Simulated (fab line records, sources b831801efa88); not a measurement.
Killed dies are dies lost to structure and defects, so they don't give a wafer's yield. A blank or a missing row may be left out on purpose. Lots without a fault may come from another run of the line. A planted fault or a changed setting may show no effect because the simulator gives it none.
Which tool did it? | flow sfq_line | 14 lots, 42 wafers sampled, at 7 steps of a route of 325

WHAT THE GAUGES READ, wafer by wafer
SFQ_L0_RS_MEAS_901: measures by four-point-probe. Usual: L0_MONX_KI_RS 43.8 ohm/sq, standard deviation 0.6.
lot  | measured    | on            | L0_MONX_KI_RS (ohm/sq) | flag
L135 | day 1 12:34 | film_metro-04 | 43.7 44.8 44.0         |
L136 | day 1 17:35 | film_metro-01 | 43.7 42.6 42.5         |
L137 | day 1 22:34 | film_metro-01 | 44.6 43.7 43.8         |
L138 | day 2 03:34 | film_metro-03 | 44.6 43.5 44.3         |
L139 | day 2 08:34 | film_metro-03 | 43.0 44.1 44.3         |
L140 | day 2 13:34 | film_metro-01 | 43.7 45.0 43.5         |
L141 | day 2 18:34 | film_metro-01 | 42.8 43.5 43.6         |
L142 | day 2 23:34 | film_metro-03 | 44.1 43.6 43.8         |
L143 | day 3 04:34 | film_metro-01 | 43.4 44.2 43.4         |
L144 | day 3 09:34 | film_metro-01 | 42.6 43.1 43.5         |
L146 | day 3 19:35 | film_metro-04 | 44.1 44.9 43.8         |
L147 | day 4 00:35 | film_metro-04 | 44.6 43.6 43.1         |
L156 | day 5 21:34 | film_metro-03 | 61.0 61.2 61.1         | OFF
L157 | day 6 02:35 | film_metro-04 | 62.8 61.5 63.3         | OFF

SFQ_L0_THK_MEAS_902: measures by xrf. Usual: L0_MONX_KI_THK 39.8 nm, standard deviation 0.56.
lot  | measured    | on            | L0_MONX_KI_THK (nm) | flag
L135 | day 1 12:41 | film_metro-04 | 39.9 39.3 39.7      |
L136 | day 1 17:41 | film_metro-01 | 40.0 41.0 41.0      |
L137 | day 1 22:41 | film_metro-01 | 39.1 39.9 40.0      |
L138 | day 2 03:41 | film_metro-03 | 39.0 39.8 39.3      |
L139 | day 2 08:41 | film_metro-03 | 40.7 39.4 39.4      |
L140 | day 2 13:41 | film_metro-01 | 40.0 38.8 40.3      |
L141 | day 2 18:41 | film_metro-01 | 41.3 39.9 40.0      |
L142 | day 2 23:41 | film_metro-03 | 39.2 39.8 39.7      |
L143 | day 3 04:41 | film_metro-01 | 39.9 39.4 39.8      |
L144 | day 3 09:41 | film_metro-01 | 41.1 40.2 40.1      |
L146 | day 3 19:41 | film_metro-04 | 39.9 39.1 39.8      |
L147 | day 4 00:41 | film_metro-04 | 39.2 40.2 40.5      |
L156 | day 5 21:41 | film_metro-03 | 28.4 28.4 28.4      | OFF
L157 | day 6 02:41 | film_metro-04 | 27.9 28.5 27.6      | OFF

SFQ_M0_OVL_MEAS_906. Usual: M0_OVL 1 nm, standard deviation 6.5.
lot  | measured     | on         | M0_OVL (nm) | flag
L135 | day 10 16:53 | overlay-01 | 6 10 4      |
L136 | day 11 07:18 | overlay-02 | 0 -2 3      |
L137 | day 11 13:55 | overlay-02 | -2 -1 2     |
L138 | day 12 10:46 | overlay-02 | -3 -5 -7    |
L139 | day 12 20:22 | overlay-02 | 9 5 15      |
L140 | day 13 05:48 | overlay-01 | 3 -1 -2     |
L141 | day 13 13:00 | overlay-02 | -2 0 -2     |
L142 | day 13 19:00 | overlay-02 | 1 -5 -3     |
L143 | day 14 05:31 | overlay-01 | 6 6 1       |
L144 | day 14 10:19 | overlay-01 | 3 2 10      |
L146 | day 15 00:27 | overlay-02 | -7 -2 5     |
L147 | day 15 08:51 | overlay-02 | 11 17 13    |
L156 | day 20 08:35 | overlay-01 | -3 10 4     |
L157 | day 20 13:23 | overlay-02 | -7 -8 -3    |

SFQ_I1_OVL_MEAS_913. Usual: I1_OVL 0 nm, standard deviation 4.9.
lot  | measured     | on         | I1_OVL (nm) | flag
L135 | day 27 20:02 | overlay-01 | 2 5 5       |
L136 | day 27 21:14 | overlay-01 | 2 1 3       |
L137 | day 27 22:26 | overlay-01 | -2 1 2      |
L138 | day 27 23:38 | overlay-01 | -4 -3 -3    |
L139 | day 28 00:50 | overlay-01 | 4 4 4       |
L140 | day 28 02:02 | overlay-01 | 6 6 7       |
L141 | day 28 03:14 | overlay-01 | -9 2 -2     |
L142 | day 28 04:26 | overlay-01 | 3 -5 -4     |
L143 | day 28 05:38 | overlay-01 | -6 -3 -5    |
L144 | day 28 06:50 | overlay-01 | -5 -4 -9    |
L146 | day 34 08:02 | overlay-01 | -4 -3 -5    |
L147 | day 34 16:26 | overlay-02 | -7 1 1      |
L156 | day 39 05:10 | overlay-01 | 5 1 9       |
L157 | day 39 15:58 | overlay-01 | -8 -1 2     |

WHICH TOOL RAN EACH LOT (tool, then ch and the chambers of the sampled wafers, then the start)
lot  | SFQ_TRILAYER_L0_DEP_SPUTTER_003 | SFQ_TRILAYER_L0_ETCH_METAL_ETCH_008 | SFQ_TRILAYER_I1_DEP_PECVD_045
L135 | pvd_sputter-03, day 1 12:29     | rie_metal-03 ch 0,1, day 4 07:46    | pecvd-04 ch 0,1,2, day 21 19:17
L136 | pvd_sputter-05, day 1 17:29     | rie_metal-03 ch 0,1, day 4 14:58    | pecvd-01 ch 0,1, day 23 05:01
L137 | pvd_sputter-03, day 1 22:29     | rie_metal-02 ch 0,1, day 4 16:10    | pecvd-01 ch 0,2, day 23 17:16
L138 | pvd_sputter-05, day 2 03:29     | rie_metal-04 ch 0,1, day 4 22:10    | pecvd-04 ch 0,2, day 24 12:28
L139 | pvd_sputter-05, day 2 08:29     | rie_metal-04 ch 0,1, day 5 05:00    | pecvd-04 ch 1,2, day 24 23:16
L140 | pvd_sputter-05, day 2 13:29     | rie_metal-03 ch 0,1, day 5 09:48    | pecvd-02 ch 0,1,2, day 25 11:16
L141 | pvd_sputter-06, day 2 18:29     | rie_metal-02 ch 0,1, day 5 11:00    | pecvd-01 ch 0,1,2, day 26 05:11
L142 | pvd_sputter-03, day 2 23:29     | rie_metal-02 ch 0,1, day 5 15:48    | pecvd-02 ch 1,2, day 26 08:47
L143 | pvd_sputter-06, day 3 04:29     | rie_metal-04 ch 0,1, day 5 18:12    | pecvd-01 ch 0,1, day 26 11:11
L144 | pvd_sputter-03, day 3 09:29     | rie_metal-02 ch 0,1, day 5 23:00    | pecvd-02 ch 0,1,2, day 27 05:25
L146 | pvd_sputter-06, day 3 19:29     | rie_metal-02 ch 0,1, day 6 09:48    | pecvd-04 ch 0,1,2, day 27 19:30
L147 | pvd_sputter-05, day 4 00:29     | rie_metal-04 ch 0, day 6 15:22      | pecvd-01 ch 0,1, day 28 02:53
L156 | pvd_sputter-05, day 5 21:29     | rie_metal-04 ch 0,1, day 9 11:56    | pecvd-04 ch 0,1,2, day 33 01:17
L157 | pvd_sputter-05, day 6 02:29     | rie_metal-04 ch 0,1, day 9 15:19    | pecvd-04 ch 0,2, day 33 06:30
- SFQ_TRILAYER_L0_DEP_SPUTTER_003: material MoNx KI, target thk 40 nm, time 100 s.
- SFQ_TRILAYER_L0_ETCH_METAL_ETCH_008: etches MoNx KI in SF6/O2, stops on SiO2, target depth 50 nm, time 25 s.
- SFQ_TRILAYER_I1_DEP_PECVD_045: deposits SiO2 from SiH4/N2O, time 111.11 s, target thk 500 nm.

WHAT THE TOOLS THEMSELVES READ (means of the sampled wafers that have a number; where no wafer has one, the mark that the record gives instead)
SFQ_TRILAYER_L0_DEP_SPUTTER_003. Usual: chamber_pressure_pa 0.3998 Pa, standard deviation 0.0008; throttle_valve_pct 29.4 %, standard deviation 0.69.
lot  | tool           | chamber_pressure_pa (Pa) | throttle_valve_pct (%) | flag
L135 | pvd_sputter-03 | 0.3999                   | 29.3                   |
L136 | pvd_sputter-05 | 0.3996                   | 29.5                   |
L137 | pvd_sputter-03 | 0.4000                   | 29.2                   |
L138 | pvd_sputter-05 | 0.4004                   | 29.3                   |
L139 | pvd_sputter-05 | 0.3997                   | 29.5                   |
L140 | pvd_sputter-05 | 0.3990                   | 29.1                   |
L141 | pvd_sputter-06 | 0.4001                   | 29.8                   |
L142 | pvd_sputter-03 | 0.4002                   | 29.6                   |
L143 | pvd_sputter-06 | 0.3998                   | 28.8                   |
L144 | pvd_sputter-03 | 0.3995                   | 29.4                   |
L146 | pvd_sputter-06 | 0.3993                   | 29.0                   |
L147 | pvd_sputter-05 | 0.3993                   | 29.4                   |
L156 | pvd_sputter-05 | 0.3992                   | 28.9                   |
L157 | pvd_sputter-05 | 0.3994                   | 29.4                   |

SFQ_TRILAYER_L0_ETCH_METAL_ETCH_008. Usual: drypump_motor_current_A 5.9 A, standard deviation 0.42; oes_product_au 0.870 a.u., standard deviation 0.0076.
lot  | tool         | drypump_motor_current_A (A) | oes_product_au (a.u.) | flag
L135 | rie_metal-03 | 6.3                         | 0.869                 |
L136 | rie_metal-03 | 6.5                         | 0.877                 |
L137 | rie_metal-02 | 5.9                         | 0.871                 |
L138 | rie_metal-04 | 5.6                         | 0.860                 |
L139 | rie_metal-04 | 5.6                         | 0.869                 |
L140 | rie_metal-03 | 6.4                         | 0.866                 |
L141 | rie_metal-02 | 5.7                         | 0.876                 |
L142 | rie_metal-02 | 5.7                         | 0.866                 |
L143 | rie_metal-04 | 5.6                         | 0.872                 |
L144 | rie_metal-02 | 5.7                         | 0.878                 |
L146 | rie_metal-02 | 5.7                         | 0.866                 |
L147 | rie_metal-04 | 5.7                         | 0.872                 |
L156 | rie_metal-04 | 5.6                         | 0.726                 | OFF
L157 | rie_metal-04 | 5.6                         | 0.724                 | OFF

SFQ_TRILAYER_I1_DEP_PECVD_045. Usual: heater_power_w 88 W, standard deviation 16; susceptor_temp_C 150.00 C, standard deviation 0.16; throttle_valve_pct 25.4 %, standard deviation 2.3.
lot  | tool     | heater_power_w (W) | susceptor_temp_C (C) | throttle_valve_pct (%) | flag
L135 | pecvd-04 | 87                 | 149.91               | 24.9                   |
L136 | pecvd-01 | 74                 | 150.10               | 27.1                   |
L137 | pecvd-01 | 71                 | 149.86               | 24.4                   |
L138 | pecvd-04 | 94                 | 149.95               | 24.1                   |
L139 | pecvd-04 | 90                 | 150.00               | 24.6                   |
L140 | pecvd-02 | 92                 | 149.94               | 23.4                   |
L141 | pecvd-01 | 89                 | 149.86               | 26.8                   |
L142 | pecvd-02 | 105                | 150.03               | 23.2                   |
L143 | pecvd-01 | 87                 | 150.00               | 29.4                   |
L144 | pecvd-02 | 91                 | 150.09               | 23.6                   |
L146 | pecvd-04 | 91                 | 149.97               | 25.1                   |
L147 | pecvd-01 | 72                 | 149.87               | 27.0                   |
L156 | pecvd-04 | 85                 | 150.09               | 25.8                   |
L157 | pecvd-04 | 91                 | 150.10               | 25.1                   |

THE ANSWER, worked out from the rows above alone
Rule: a lot is off if the mean of its wafers that have a number lies more than 3 standard deviations from the usual mean. A lot without any number at a reading at which 4 lots or more have one is off too. The other lots that the step has rows for count as sound. The gauges are gone through in route order, then the tools' own readings, and for those a lot's mean is taken as printed above. The first step at which some lot is off is used, and at that step the reading that is off furthest; a lot without a number counts as furthest.
Off: L156, L157, at SFQ_L0_RS_MEAS_901 (L0_MONX_KI_RS).
A tool fits if, at a process step before that reading, it ran every lot that is off, and no sound lot after the first of them. The gauges at SFQ_L0_RS_MEAS_901 aren't tried: what is off there is off at SFQ_TRILAYER_L0_ETCH_METAL_ETCH_008 too, on other tools, and a gauge's error can't cause that. One fits: pvd_sputter-05 at SFQ_TRILAYER_L0_DEP_SPUTTER_003. Its last sound lot is L147 (day 4 00:29), its first lot that is off L156 (day 5 21:29): a fault that began between those two fits.

WHAT THE SIMULATOR HAD PUT IN
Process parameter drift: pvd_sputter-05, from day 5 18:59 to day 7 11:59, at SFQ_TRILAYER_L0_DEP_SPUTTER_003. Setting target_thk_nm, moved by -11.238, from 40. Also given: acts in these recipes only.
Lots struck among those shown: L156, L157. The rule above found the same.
